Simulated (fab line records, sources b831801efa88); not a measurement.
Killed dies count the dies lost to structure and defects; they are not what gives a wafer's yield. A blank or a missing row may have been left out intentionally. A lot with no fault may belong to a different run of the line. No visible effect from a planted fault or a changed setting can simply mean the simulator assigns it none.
fab line records + flow sky130
[record]
- lots = 6
- wafers = 18
- last-day = 49
route steps=708 shown FIELD_ISO@4 PAD_OPEN@708
lots with no fault: from the same line, run without faults
start-h: hours from the record's first day to the start of the lot's first wafer shown + wait-h: time in hours since the lot's previous step + " unchanged from the row above + L1.1+2: a single row standing in for several wafers + - no value present, or no start provided + * or withheld: withheld + < > ~ a bound
route shown NAME@n: a module of which the file shows steps, and the number in the route of the first + usual: the fault-free wafers' mean and standard deviation + same: alike in all rows + chamber/n: place in a boat + sites: the reading at each site + _std_site: the values' standard deviation + _edge_site: mean of outer sites minus mean of inner sites + radius-mm: for every site, how far away it sits from the centre of the wafer + mask NAME#n: copy n + behind: tool/chamber where the wafer was last shaped + hold: what put the lot on hold/how long, in hours/how the hold closed + device: names the non-switching transistor (n, p or np) + end of line: the same wafers' tests at the end of the route + a step given without rows: its recipe and nothing more + killed: dies that structure and defects cost at the first sort, which is not the same as the wafer's yield + map: the dies of a wafer, with x for killed, . for not killed, _ for no die there
set.NAME: the setting the step ran with; set.NAME@STEP: the setting that earlier step ran with + model.NAME: the simulator's own value behind a step, which no gauge read
certain route steps with their lots: each step a table, each wafer a row
services: when a tool's chamber went out of use (start-h, in hours from the record's first day, below 0 if earlier), for how many hours, and the reason
[[steps]]
[step SKY_FIELD_ISO_CVD_03]
[recipe]
- material = Si3N4
- precursor = DCS/NH3
- target-thk-nm = 165
- temp-c = 770
- time-s = 2830
- pressure-mtorr = 250
[step SKY_FIELD_ISO_THK_MEAS_04]
[recipe]
- reads = Si3N4_of_FIELD_ISO_CVD_03
[usual]
- FIELD_ISO_CVD_03_THK = 165.8/1.3
| lot.wafer | tool          | chamber | start-h | wait-h | FIELD_ISO_CVD_03_THK[nm] |
|-----------|---------------|---------|---------|--------|--------------------------|
| L564.1    | film-metro-04 | -       | 30.33   | 0.1    | 166.1                    |
| L564.2    | "             | -       | "       | "      | 165.4                    |
| L564.3    | "             | -       | "       | "      | 166.3                    |
| L565.1    | film-metro-02 | -       | 38.37   | 0.0    | 165.4                    |
| L565.3    | "             | -       | "       | "      | 164.8                    |
| L565.6    | "             | -       | "       | "      | 164.6                    |
| L567.3    | film-metro-01 | -       | 44.68   | 0.0    | 166.5                    |
| L567.5    | "             | -       | "       | "      | 165.1                    |
| L567.6    | "             | -       | "       | "      | 165.2                    |
| L570.1    | film-metro-01 | -       | 65.58   | 0.0    | 168.0                    |
| L570.3    | "             | -       | "       | "      | 168.0                    |
| L570.5    | "             | -       | "       | "      | 167.1                    |
| L574.1    | film-metro-02 | -       | 79.37   | 0.0    | 166.1                    |
| L574.3    | "             | -       | "       | "      | 166.6                    |
| L574.5    | "             | -       | "       | "      | 165.6                    |
| L577.3    | film-metro-01 | -       | 99.53   | 0.0    | 166.1                    |
| L577.4    | "             | -       | "       | "      | 165.6                    |
| L577.6    | "             | -       | "       | "      | 166.8                    |
[step SKY_FIELD_ISO_DEHYDRATE_05]
[recipe]
- temp-c = 200
- time-s = 60
[step SKY_FIELD_ISO_HMDS_06]
[recipe]
- prime-time-s = 57.2
- prime-temp-c = 120
[step SKY_FIELD_ISO_COAT_07]
[recipe]
- resist = BARC
- temp-c = withheld
- time-s = withheld
- spin-rpm = 3000
- resist-thk-nm = 60
[step SKY_FIELD_ISO_COAT_08]
[recipe]
- resist = KrF-thick
- spin-rpm = 3000
- resist-thk-nm = 450
[step SKY_FIELD_ISO_SOFTBAKE_09]
[recipe]
- temp-c = 100
- time-s = 90
- resist = KrF-thick
[step SKY_FIELD_ISO_EXPOSE_10]
[recipe]
- mask-id = FOM
- na = 0.68
- source-shape = annular
- sigma-inner = 0.4
- sigma-outer = 0.8
- target-cd-nm = 150
- dose-mj = 28
[step SKY_FIELD_ISO_PEB_11]
[recipe]
- peb-temp-c = withheld
- peb-time-s = withheld
- resist = KrF-thick
[step SKY_FIELD_ISO_DEVELOP_12]
[recipe]
- develop-time-s = 60
- resist = KrF-thick
- dev-temp-c = 19.76
[step SKY_FIELD_ISO_CD_MEAS_13]
[recipe]
- target-cd-nm = 150
[usual]
- cd-nm = 150.2/1.6
| lot.wafer | tool      | chamber | start-h | wait-h | cd-nm |
|-----------|-----------|---------|---------|--------|-------|
| L564.1    | cd-sem-01 | -       | 44.86   | -      | 150.0 |
| L564.2    | "         | -       | "       | "      | 152.1 |
| L564.3    | "         | -       | "       | "      | 148.4 |
| L565.1    | cd-sem-01 | -       | 53.97   | -      | 153.2 |
| L565.3    | "         | -       | "       | "      | 152.9 |
| L565.6    | "         | -       | "       | "      | 152.7 |
| L567.3    | cd-sem-02 | -       | 59.96   | -      | 147.5 |
| L567.5    | "         | -       | "       | "      | 146.9 |
| L567.6    | "         | -       | "       | "      | 147.5 |
| L570.1    | cd-sem-02 | -       | 81.27   | -      | 149.0 |
| L570.3    | "         | -       | "       | "      | 149.1 |
| L570.5    | "         | -       | "       | "      | 147.6 |
| L574.1    | cd-sem-02 | -       | 96.07   | -      | 149.4 |
| L574.3    | "         | -       | "       | "      | 150.5 |
| L574.5    | "         | -       | "       | "      | 148.6 |
| L577.3    | cd-sem-02 | -       | 117.15  | -      | 151.2 |
| L577.4    | "         | -       | "       | "      | 153.3 |
| L577.6    | "         | -       | "       | "      | 152.2 |
[step SKY_FIELD_ISO_ETCH_14]
[recipe]
- chemistry = N2/H2
- target = BARC
- ion-energy-ev = 200
- source-w = 500
- bias-w = 100
- pressure-mtorr = 30
- n2-flow-sccm = 100
- h2-flow-sccm = 200
- stop-on = SiO2
- time-s = 45.9
- target-depth-a = 600
[usual]
- drypump-motor-current-A = 5.7/0.39
- oes-product-au = 0.854/0.0052
- throttle-valve-pct = 13.224/0.0091
| lot.wafer | tool        | chamber | start-h | wait-h | drypump-motor-current-A | oes-product-au | rf-hours-counter-h | throttle-valve-pct |
|-----------|-------------|---------|---------|--------|-------------------------|----------------|--------------------|--------------------|
| L564.1    | rie-diel-04 | 3       | 44.98   | 0.1    | 6.1                     | 0.859          | 150                | 13.243             |
| L564.2    | "           | 1       | "       | "      | 5.1                     | 0.852          | 4                  | 13.231             |
| L564.3    | "           | 0       | "       | "      | 6.5                     | 0.859          | 69                 | 13.208             |
| L565.1    | rie-diel-04 | 1       | 54.09   | 0.1    | 5.2                     | 0.848          | 5                  | 13.225             |
| L565.3    | "           | 0       | "       | "      | 6.5                     | 0.849          | 70                 | 13.228             |
| L565.6    | "           | 0       | "       | "      | 6.5                     | 0.858          | -                  | 13.227             |
| L567.3    | rie-diel-02 | 0       | 60.04   | 0.1    | 5.7                     | 0.851          | 122                | 13.225             |
| L567.5    | "           | 0       | "       | "      | 5.7                     | 0.855          | -                  | 13.214             |
| L567.6    | "           | 3       | "       | "      | 5.7                     | 0.852          | -                  | 13.232             |
| L570.1    | rie-diel-04 | 2       | 81.39   | 0.1    | 5.0                     | 0.855          | 54                 | 13.244             |
| L570.3    | "           | 0       | "       | "      | 6.4                     | 0.851          | 70                 | 13.224             |
| L570.5    | "           | 0       | "       | "      | 6.4                     | 0.857          | -                  | 13.212             |
| L574.1    | rie-diel-03 | 1       | 96.19   | 0.1    | 6.2                     | 0.848          | 71                 | 13.190             |
| L574.3    | "           | 2       | "       | "      | 5.5                     | 0.856          | 86                 | 13.232             |
| L574.5    | "           | 2       | "       | "      | 5.5                     | 0.852          | -                  | 13.236             |
| L577.3    | rie-diel-02 | 0       | 117.23  | 0.1    | 5.7                     | 0.854          | 124                | 13.218             |
| L577.4    | "           | 3       | "       | "      | 5.7                     | 0.851          | -                  | 13.222             |
| L577.6    | "           | 0       | "       | "      | 5.7                     | 0.854          | -                  | 13.216             |
[step SKY_FIELD_ISO_ETCH_15]
[recipe]
- chemistry = CHF3/O2
- target-depth-nm = 180
- stop-on = Si
- source-w = 600
- bias-w = 200
- pressure-mtorr = 40
- chf3-flow-sccm = 50
- O2_flow_sccm = 5
- time-s = 72
[usual]
- drypump-motor-current-A = 5.7/0.39
- oes-product-au = 0.948/0.0064
- throttle-valve-pct = 8.846/0.0085
| lot.wafer | tool        | chamber | start-h | wait-h | drypump-motor-current-A | oes-product-au | rf-hours-counter-h | throttle-valve-pct | model.KrF-thick_of_FIELD_ISO_COAT_08.thk-nm | model.etch.depth-nm |
|-----------|-------------|---------|---------|--------|-------------------------|----------------|--------------------|--------------------|---------------------------------------------|---------------------|
| L564.1    | rie-diel-04 | 3       | 45.02   | 0.0    | 6.1                     | 0.943          | 150                | 8.841              | 229.7                                       | 166                 |
| L564.2    | "           | 1       | "       | "      | 5.2                     | 0.944          | 4                  | 8.856              | 238.9                                       | 165.3               |
| L564.3    | "           | 0       | "       | "      | 6.4                     | 0.949          | 69                 | 8.853              | 232.8                                       | 166.2               |
| L565.1    | rie-diel-04 | 1       | 54.13   | 0.0    | 5.1                     | 0.944          | 5                  | 8.849              | 242                                         | 165.4               |
| L565.3    | "           | 0       | "       | "      | 6.4                     | 0.886          | 70                 | 8.814              | 265.5                                       | 146.5               |
| L565.6    | "           | 0       | "       | "      | 6.5                     | 0.880          | -                  | 8.833              | 265.5                                       | 146.1               |
| L567.3    | rie-diel-02 | 0       | 60.08   | 0.0    | 5.7                     | 0.951          | 122                | 8.859              | 236.4                                       | 166.5               |
| L567.5    | "           | 0       | "       | "      | 5.7                     | 0.944          | -                  | 8.838              | 236.9                                       | 165.2               |
| L567.6    | "           | 3       | "       | "      | 5.7                     | 0.950          | -                  | 8.841              | 234.4                                       | 165.1               |
| L570.1    | rie-diel-04 | 2       | 81.43   | 0.0    | 5.0                     | 0.962          | 54                 | 8.851              | 238.9                                       | 167.9               |
| L570.3    | "           | 0       | "       | "      | 6.4                     | 0.890          | 70                 | 8.824              | 264.3                                       | 147.2               |
| L570.5    | "           | 0       | "       | "      | 6.4                     | 0.891          | -                  | 8.815              | 264.6                                       | 148.4               |
| L574.1    | rie-diel-03 | 1       | 96.23   | 0.0    | 6.3                     | 0.951          | 72                 | 8.851              | 232.2                                       | 166.1               |
| L574.3    | "           | 2       | "       | "      | 5.5                     | 0.950          | 86                 | 8.846              | 231.8                                       | 166.6               |
| L574.5    | "           | 2       | "       | "      | 5.5                     | 0.951          | -                  | 8.844              | 232.9                                       | 165.7               |
| L577.3    | rie-diel-02 | 0       | 117.27  | 0.0    | 5.7                     | 0.952          | 124                | 8.836              | 236.8                                       | 166.2               |
| L577.4    | "           | 3       | "       | "      | 5.7                     | 0.953          | -                  | 8.844              | 239.1                                       | 165.7               |
| L577.6    | "           | 0       | "       | "      | 5.7                     | 0.959          | -                  | 8.841              | 238.7                                       | 166.8               |
[step SKY_FIELD_ISO_STRIP_16]
[recipe]
- chemistry = O2/N2
- power-w = 1400
- pressure-mtorr = 1500
- platen-temp-c = withheld
- o2-flow-sccm = 3000
- n2-flow-sccm = 300
- overash-fraction = 0.5
[usual]
- drypump-motor-current-A = 5.71/0.24
- oes-product-au = 0.377/0.0045
- strip-time-to-endpoint-s = 3.53/0.044
| lot.wafer | tool            | chamber | start-h | wait-h | drypump-motor-current-A | oes-product-au | rf-hours-counter-h | strip-time-to-endpoint-s |
|-----------|-----------------|---------|---------|--------|-------------------------|----------------|--------------------|--------------------------|
| L564.1    | plasma-asher-02 | 1       | 45.07   | 0.0    | 5.77                    | 0.371          | 38                 | 3.48                     |
| L564.2    | "               | 0       | "       | "      | 5.62                    | 0.378          | 38                 | 3.57                     |
| L564.3    | "               | 1       | "       | "      | 5.77                    | 0.372          | -                  | 3.51                     |
| L565.1    | plasma-asher-03 | 0       | 54.19   | 0.0    | 5.63                    | 0.374          | 24                 | 3.62                     |
| L565.3    | "               | 1       | "       | "      | 5.42                    | 0.392          | -                  | 3.85                     |
| L565.6    | "               | 1       | "       | "      | 5.41                    | 0.397          | -                  | 3.85                     |
| L567.3    | plasma-asher-02 | 0       | 60.17   | 0.1    | 5.62                    | 0.388          | -                  | 3.54                     |
| L567.5    | "               | 0       | "       | "      | 5.60                    | 0.389          | -                  | 3.55                     |
| L567.6    | "               | 1       | "       | "      | 5.82                    | 0.378          | -                  | 3.53                     |
| L570.1    | plasma-asher-02 | 1       | 81.49   | 0.0    | 5.77                    | 0.378          | 42                 | 3.57                     |
| L570.3    | "               | 0       | "       | "      | 5.61                    | 0.388          | -                  | 3.85                     |
| L570.5    | "               | 0       | "       | "      | 5.61                    | 0.393          | -                  | 3.84                     |
| L574.1    | plasma-asher-04 | 0       | 96.29   | 0.0    | 5.56                    | 0.370          | 41                 | 3.50                     |
| L574.3    | "               | 0       | "       | "      | 5.60                    | 0.375          | -                  | 3.49                     |
| L574.5    | "               | 0       | "       | "      | 5.57                    | 0.380          | -                  | 3.51                     |
| L577.3    | plasma-asher-02 | 1       | 117.36  | 0.1    | 5.79                    | 0.375          | -                  | 3.56                     |
| L577.4    | "               | 0       | "       | "      | 5.62                    | 0.375          | -                  | 3.58                     |
| L577.6    | "               | 0       | "       | "      | 5.62                    | 0.384          | -                  | 3.58                     |
[step SKY_FIELD_ISO_ETCH_17]
[recipe]
- target-depth-a = 3420
- mask-material = Si3N4
- chemistry = HBr/Cl2/O2
- target = Si
- taper-deg = 5
- icp-w = 600
- bias-w = 150
- pressure-mtorr = 15
- HBr_flow_sccm = 150
- Cl2_flow_sccm = 40
- O2_flow_sccm = 6
- time-s = 97.7
[usual]
- HBr_flow_sccm = 150.0/0.46
- drypump-motor-current-A = 5.8/0.42
- oes-product-au = 0.998/0.012
- throttle-valve-pct = 25.657/0.011
| lot.wafer | tool      | chamber | start-h | wait-h | HBr_flow_sccm | drypump-motor-current-A | oes-product-au | rf-hours-counter-h | throttle-valve-pct |
|-----------|-----------|---------|---------|--------|---------------|-------------------------|----------------|--------------------|--------------------|
| L564.1    | rie-si-02 | 1       | 45.17   | 0.1    | 149.8         | 5.7                     | 0.984          | 87                 | 25.666             |
| L564.2    | "         | 2       | "       | "      | 150.2         | 5.0                     | 1.011          | 83                 | 25.635             |
| L564.3    | "         | 0       | "       | "      | 149.6         | 5.6                     | 1.017          | 2                  | 25.653             |
| L565.1    | rie-si-02 | 0       | 54.29   | 0.1    | 149.8         | 5.6                     | 1.018          | 2                  | 25.643             |
| L565.3    | "         | 2       | "       | "      | 150.4         | 5.0                     | 1.000          | 83                 | 25.665             |
| L565.6    | "         | 1       | "       | "      | 150.6         | 5.7                     | 0.974          | -                  | 25.676             |
| L567.3    | rie-si-01 | 0       | 60.25   | 0.0    | 149.7         | 5.5                     | 0.990          | 62                 | 25.657             |
| L567.5    | "         | 3       | "       | "      | 150.1         | 5.8                     | 0.989          | -                  | 25.653             |
| L567.6    | "         | 2       | "       | "      | 150.0         | 6.2                     | 0.977          | -                  | 25.684             |
| L570.1    | rie-si-02 | 3       | 81.59   | 0.1    | 148.6         | 6.2                     | 1.030          | 0                  | 25.628             |
| L570.3    | "         | 1       | "       | "      | 150.2         | 5.7                     | 1.000          | 87                 | 25.660             |
| L570.5    | "         | 2       | "       | "      | 149.4         | 5.0                     | 1.008          | -                  | 25.639             |
| L574.1    | rie-si-01 | 3       | 96.39   | 0.1    | 150.4         | 5.8                     | 0.993          | 63                 | 25.658             |
| L574.3    | "         | 1       | "       | "      | 149.6         | 6.3                     | 0.991          | 110                | 25.666             |
| L574.5    | "         | 2       | "       | "      | 150.8         | 6.2                     | 0.978          | -                  | 25.675             |
| L577.3    | rie-si-01 | 3       | 117.42  | 0.0    | 148.7         | 5.8                     | 1.003          | 64                 | 25.637             |
| L577.4    | "         | 1       | "       | "      | 149.6         | 6.4                     | 0.993          | 110                | 25.651             |
| L577.6    | "         | 1       | "       | "      | 149.4         | 6.4                     | 1.002          | -                  | 25.658             |
[step SKY_PAD_OPEN_PROBE_99]
[usual]
- killed_at_M0_to_M3 = 43/7.5
- killed_at_M4_up = 3.0/1.6
- killed-at-contacts = 23/5.8
- killed-at-front-end = 14/4.8
- killed-at-other = 0.3/0.52
- killed-dies = 84/9.1
- killed-on-rim = 16/3.4
- killed-open = 47/7.2
- killed-short = 37/5.8
[same]
- gross-dies = 492
- killed-at-back-side = 0
| lot.wafer | tool      | chamber | start-h | wait-h | hold                     | killed_at_M0_to_M3 | killed_at_M4_up | killed-at-contacts | killed-at-front-end | killed-at-other | killed-dies | killed-on-rim | killed-open | killed-short |
|-----------|-----------|---------|---------|--------|--------------------------|--------------------|-----------------|--------------------|---------------------|-----------------|-------------|---------------|-------------|--------------|
| L564.1    | prober-02 | -       | 1096.97 | 0.1    | -                        | 40                 | 3               | 28                 | 15                  | 0               | 86          | 19            | 53          | 33           |
| L564.2    | prober-02 | -       | 1097.02 | 0.1    | -                        | 47                 | 2               | 20                 | 12                  | 0               | 81          | 13            | 50          | 31           |
| L564.3    | prober-02 | -       | 1097.07 | 0.2    | -                        | 52                 | 4               | 16                 | 11                  | 0               | 83          | 19            | 37          | 46           |
| L565.1    | prober-02 | -       | 1134.47 | 0.1    | await-dispo/1.6h/release | 41                 | 3               | 26                 | 14                  | 2               | 86          | 19            | 53          | 33           |
| L565.3    | prober-02 | -       | 1134.57 | 0.2    | await-dispo/1.6h/release | 33                 | 1               | 28                 | 427                 | 0               | 489         | 96            | 44          | 32           |
| L565.6    | prober-02 | -       | 1134.72 | 0.2    | await-dispo/1.6h/release | 34                 | 1               | 36                 | 418                 | 0               | 489         | 96            | 59          | 32           |
| L567.3    | prober-01 | -       | 1137.57 | 0.2    | -                        | 40                 | 3               | 24                 | 27                  | 0               | 94          | 24            | 52          | 42           |
| L567.5    | prober-01 | -       | 1137.67 | 0.2    | -                        | 41                 | 2               | 17                 | 17                  | 1               | 78          | 13            | 47          | 31           |
| L567.6    | prober-01 | -       | 1137.72 | 0.2    | -                        | 43                 | 5               | 17                 | 20                  | 1               | 86          | 19            | 42          | 44           |
| L570.1    | prober-02 | -       | 1143.63 | 0.1    | await-dispo/2.9h/release | 37                 | 3               | 18                 | 17                  | 0               | 75          | 15            | 43          | 32           |
| L570.3    | prober-02 | -       | 1143.73 | 0.2    | await-dispo/2.9h/release | 39                 | 4               | 25                 | 424                 | 0               | 492         | 96            | 48          | 35           |
| L570.5    | prober-02 | -       | 1143.83 | 0.2    | await-dispo/2.9h/release | 35                 | 1               | 26                 | 426                 | 1               | 489         | 96            | 44          | 35           |
| L574.1    | prober-01 | -       | 1153.39 | 0.1    | -                        | 46                 | 4               | 30                 | 15                  | 0               | 95          | 16            | 50          | 45           |
| L574.3    | prober-01 | -       | 1153.49 | 0.2    | -                        | 31                 | 5               | 22                 | 13                  | 1               | 72          | 12            | 39          | 33           |
| L574.5    | prober-01 | -       | 1153.59 | 0.2    | -                        | 37                 | 1               | 26                 | 15                  | 0               | 79          | 15            | 36          | 43           |
| L577.3    | prober-02 | -       | 1171.68 | 0.2    | -                        | 49                 | 4               | 12                 | 15                  | 0               | 80          | 17            | 37          | 43           |
| L577.4    | prober-02 | -       | 1171.73 | 0.2    | -                        | 53                 | 1               | 20                 | 23                  | 0               | 97          | 15            | 55          | 42           |
| L577.6    | prober-02 | -       | 1171.83 | 0.2    | -                        | 34                 | 4               | 19                 | 11                  | 0               | 68          | 14            | 39          | 29           |
// killed by level:class
L564.1 VIA1:geometric-particle:open=16 CONTACT:geometric-particle:open=12 LI_CONTACT:geometric-particle:open=7 VIA2:geometric-particle:open=6 METAL1:geometric-particle:short=5 FIELD_ISO:geometric-particle:short=4 POLY_GATE:geometric-particle:short=4 POLY_GATE:geometric-particle:open=4
L564.2 VIA1:geometric-particle:open=17 METAL1:geometric-particle:short=7 LI_CONTACT:geometric-particle:open=6 CONTACT:geometric-particle:open=5 FIELD_ISO:geometric-particle:open=4 POLY_GATE:geometric-particle:open=4 LI_CONTACT:geometric-particle:short=4 METAL2:geometric-particle:short=4
L564.3 METAL2:geometric-particle:short=12 VIA1:geometric-particle:open=11 METAL1:geometric-particle:short=7 CONTACT:geometric-particle:short=6 CONTACT:geometric-particle:open=6 VIA3:geometric-particle:open=6 VIA1:geometric-particle:short=5 VIA2:geometric-particle:open=5
L565.1 CONTACT:geometric-particle:open=14 METAL1:geometric-particle:short=10 VIA1:geometric-particle:open=8 VIA2:geometric-particle:open=6 VIA3:geometric-particle:open=5 CONTACT:geometric-particle:short=4 FIELD_ISO:geometric-particle:open=3 POLY_GATE:geometric-particle:short=3
L565.3 FIELD_ISO:area-etch=413 LI_CONTACT:geometric-particle:open=12 VIA1:geometric-particle:open=6 LOCAL_INTERCONNECT:geometric-particle:short=5 METAL1:geometric-particle:short=5 VIA3:geometric-particle:open=5 FIELD_ISO:geometric-particle:open=4 VIA2:geometric-particle:open=4
L565.6 FIELD_ISO:area-etch=398 CONTACT:geometric-particle:open=13 LI_CONTACT:geometric-particle:open=11 VIA1:geometric-particle:open=8 CONTACT:geometric-particle:short=7 VIA2:geometric-particle:open=6 VIA3:geometric-particle:open=5 FIELD_ISO:geometric-particle:short=4
L567.3 VIA1:geometric-particle:open=9 POLY_GATE:geometric-particle:open=8 FIELD_ISO:geometric-particle:open=7 LI_CONTACT:geometric-particle:open=6 CONTACT:geometric-particle:open=6 CONTACT:geometric-particle:short=5 VIA1:geometric-particle:short=5 POLY_GATE:geometric-particle:short=4
L567.5 VIA1:geometric-particle:open=13 VIA3:geometric-particle:open=8 CONTACT:geometric-particle:open=6 LI_CONTACT:geometric-particle:open=6 METAL2:geometric-particle:short=6 FIELD_ISO:geometric-particle:short=5 POLY_GATE:geometric-particle:open=5 VIA2:geometric-particle:open=5
L567.6 FIELD_ISO:geometric-particle:short=9 VIA1:geometric-particle:open=9 VIA2:geometric-particle:open=8 VIA3:geometric-particle:open=7 CONTACT:geometric-particle:open=6 METAL1:geometric-particle:short=6 LI_CONTACT:geometric-particle:open=5 METAL4:geometric-particle:short=5
L570.1 VIA1:geometric-particle:open=10 LI_CONTACT:geometric-particle:open=8 POLY_GATE:geometric-particle:open=6 VIA2:geometric-particle:open=5 VIA3:geometric-particle:short=4 VIA1:geometric-particle:short=4 METAL3:geometric-particle:short=4 FIELD_ISO:geometric-particle:open=3
L570.3 FIELD_ISO:area-etch=409 VIA3:geometric-particle:open=10 LI_CONTACT:geometric-particle:open=9 VIA1:geometric-particle:open=8 CONTACT:geometric-particle:open=8 FIELD_ISO:geometric-particle:short=6 VIA1:geometric-particle:short=6 FIELD_ISO:geometric-particle:open=4
L570.5 FIELD_ISO:area-etch=410 VIA1:geometric-particle:open=9 CONTACT:geometric-particle:open=7 FIELD_ISO:geometric-particle:open=5 LI_CONTACT:geometric-particle:short=5 CONTACT:geometric-particle:short=5 VIA1:geometric-particle:short=5 POLY_GATE:geometric-particle:open=4
L574.1 VIA3:geometric-particle:open=8 LI_CONTACT:geometric-particle:open=8 CONTACT:geometric-particle:short=7 CONTACT:geometric-particle:open=7 METAL1:geometric-particle:short=7 METAL2:geometric-particle:short=6 VIA2:geometric-particle:open=6 FIELD_ISO:geometric-particle:short=5
L574.3 VIA2:geometric-particle:open=8 VIA1:geometric-particle:open=7 LI_CONTACT:geometric-particle:short=7 VIA3:geometric-particle:open=6 LI_CONTACT:geometric-particle:open=5 LOCAL_INTERCONNECT:geometric-particle:short=5 FIELD_ISO:geometric-particle:short=3 POLY_GATE:geometric-particle:open=3
L574.5 VIA2:geometric-particle:open=9 FIELD_ISO:geometric-particle:short=7 CONTACT:geometric-particle:short=7 VIA1:geometric-particle:open=6 LOCAL_INTERCONNECT:geometric-particle:short=6 CONTACT:geometric-particle:open=6 LI_CONTACT:geometric-particle:open=4 METAL2:geometric-particle:short=4
L577.3 VIA1:geometric-particle:short=14 VIA1:geometric-particle:open=10 FIELD_ISO:geometric-particle:open=5 METAL1:geometric-particle:short=5 VIA2:geometric-particle:open=5 CONTACT:geometric-particle:open=5 FIELD_ISO:geometric-particle:short=4 VIA3:geometric-particle:open=4
L577.4 VIA1:geometric-particle:open=14 FIELD_ISO:geometric-particle:short=9 FIELD_ISO:geometric-particle:open=8 VIA3:geometric-particle:open=8 VIA1:geometric-particle:short=7 CONTACT:geometric-particle:open=6 METAL2:geometric-particle:short=5 LI_CONTACT:geometric-particle:open=5
L577.6 VIA1:geometric-particle:open=8 METAL1:geometric-particle:short=7 CONTACT:geometric-particle:open=6 LI_CONTACT:geometric-particle:open=6 VIA2:geometric-particle:open=5 CONTACT:geometric-particle:short=3 VIA3:geometric-particle:open=3 FIELD_ISO:geometric-particle:open=2
// map L565.3 (x killed, . not)
__________xxxxxxxxxx_________
________xxxxxxxxxxxxxx_______
______xxxxxxxxxxxxxxxxxx_____
_____xxxxxxxxxxxxxxxxxxxx____
____xxxxxxxxxxxxxxxxxxxxxx___
___xxxxxxxxxxxxxxxxxxxxxxxx__
__xxxxxxxxxxxxxxxxxxxxxxxxxx_
_xxxxxxxxxx.xxxxxxxxxxxxxxxxx
_xxxxxxxxxxxxxxxxxxxxxxxxxxxx
_xxxxxxxxxxxxxxxxxxx.xxxxxxxx
_xxxxxxxxxxxxxxxxxxxxxxxxxxxx
_xxxxxxxxxxxxxxxxxxxxxxxxxxxx
_xxxxxxxxxxxxxxxxxxxxxxxxxxxx
_xxxxxxxxxxxxxxxxxxxxxxxxxxxx
_xxxxxxxxxxxxxxxxxxxxxxxxxxxx
__xxxxxxxxxxxxxxxxxxxxxxxxxx_
___xxxxxxxxxxxxxxxxxxxxxxxx__
____xxxxxxx.xxxxxxxxxxxxxx___
_____xxxxxxxxxxxxxxxxxxxx____
______xxxxxxxxxxxxxxxxxx_____
________xxxxxxxxxxxxxx_______
__________xxxxxxxxxx_________
// map L570.3 (x killed, . not)
__________xxxxxxxxxx_________
________xxxxxxxxxxxxxx_______
______xxxxxxxxxxxxxxxxxx_____
_____xxxxxxxxxxxxxxxxxxxx____
____xxxxxxxxxxxxxxxxxxxxxx___
___xxxxxxxxxxxxxxxxxxxxxxxx__
__xxxxxxxxxxxxxxxxxxxxxxxxxx_
_xxxxxxxxxxxxxxxxxxxxxxxxxxxx
_xxxxxxxxxxxxxxxxxxxxxxxxxxxx
_xxxxxxxxxxxxxxxxxxxxxxxxxxxx
_xxxxxxxxxxxxxxxxxxxxxxxxxxxx
_xxxxxxxxxxxxxxxxxxxxxxxxxxxx
_xxxxxxxxxxxxxxxxxxxxxxxxxxxx
_xxxxxxxxxxxxxxxxxxxxxxxxxxxx
_xxxxxxxxxxxxxxxxxxxxxxxxxxxx
__xxxxxxxxxxxxxxxxxxxxxxxxxx_
___xxxxxxxxxxxxxxxxxxxxxxxx__
____xxxxxxxxxxxxxxxxxxxxxx___
_____xxxxxxxxxxxxxxxxxxxx____
______xxxxxxxxxxxxxxxxxx_____
________xxxxxxxxxxxxxx_______
__________xxxxxxxxxx_________
[[services]]
| tool            | chamber | start-h | hours | kind           |
|-----------------|---------|---------|-------|----------------|
| rie-diel-04     | 2       | 26.88   | 3.4   | repair         |
| rie-diel-02     | 0       | 34.79   | 5.9   | repair         |
| plasma-asher-02 | -       | 35.54   | 0.4   | repair         |
| rie-diel-02     | 2       | 38.53   | 122.0 | repair         |
| rie-si-02       | 3       | 43.95   | -     | clean          |
| rie-si-02       | 3       | 43.95   | 18.5  | scheduled-down |
| rie-si-02       | 3       | 43.95   | 18.5  | vent-cycle     |
| rie-si-02       | -       | 59.53   | 2.8   | pm             |
| plasma-asher-03 | -       | 65.92   | 0.9   | repair         |
| rie-diel-02     | 0       | 66.59   | 3.2   | repair         |
| rie-diel-03     | -       | 78.22   | 14.6  | pm             |
| rie-si-01       | -       | 82.16   | 0.4   | repair         |
| plasma-asher-02 | -       | 84.67   | 2.2   | repair         |
| rie-si-01       | 1       | 105.76  | 3.3   | repair         |
[[key]]
[first-sign]
- step = SKY_FIELD_ISO_ETCH_15
- reading = oes-product-au
- direction = down
- sigmas = 9.6
- usual = 0.948
- struck = 0.887
[effect]
- step = SKY_FIELD_ISO_ETCH_15
- reading = throttle-valve-pct
- direction = down
- sigmas = 2.8
- usual = 8.846
- struck = 8.822
[effect]
- step = SKY_FIELD_ISO_STRIP_16
- reading = strip-time-to-endpoint-s
- direction = up
- sigmas = 7.3
- usual = *
- struck = *
[effect]
- step = SKY_PAD_OPEN_PROBE_99
- reading = killed-at-front-end
- direction = up
- sigmas = 86
- usual = 14
- struck = 424
[model-effect]
- step = SKY_FIELD_ISO_ETCH_15
- value = KrF-thick_of_FIELD_ISO_COAT_08.thk-nm
- without = 234.2
- struck = 265
[more-kills-born-at]
- SKY_FIELD_ISO_ETCH_15@rie-diel-04 = 1630
met-at SKY_FIELD_ISO_ETCH_15
struck-wafers L565.3,L565.6,L570.3,L570.5
later-rows-left-out L565.3,L565.6,L570.3,L570.5
tester-left-out L565,L570
onset-between 45.02 54.13
[fault]
- kind = process-parameter-drift
- tool = rie-diel-04
- chamber = 0
- onset-h = 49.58
- steps = SKY_FIELD_ISO_ETCH_15
- channel = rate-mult
- offset = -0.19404
- shape = step
- end-h = 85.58
// tester-left-out: of these lots the tester's yield and bins aren't shown, on N5 and GAA mostly nor the transistor test; their killed dies are dies lost to structure and defects alone, not to doping, threshold or leakage, so they don't give the yield
// later-rows-left-out: the simulator's readings of these wafers behind a module that went badly wrong aren't trusted and aren't shown, but for the sort
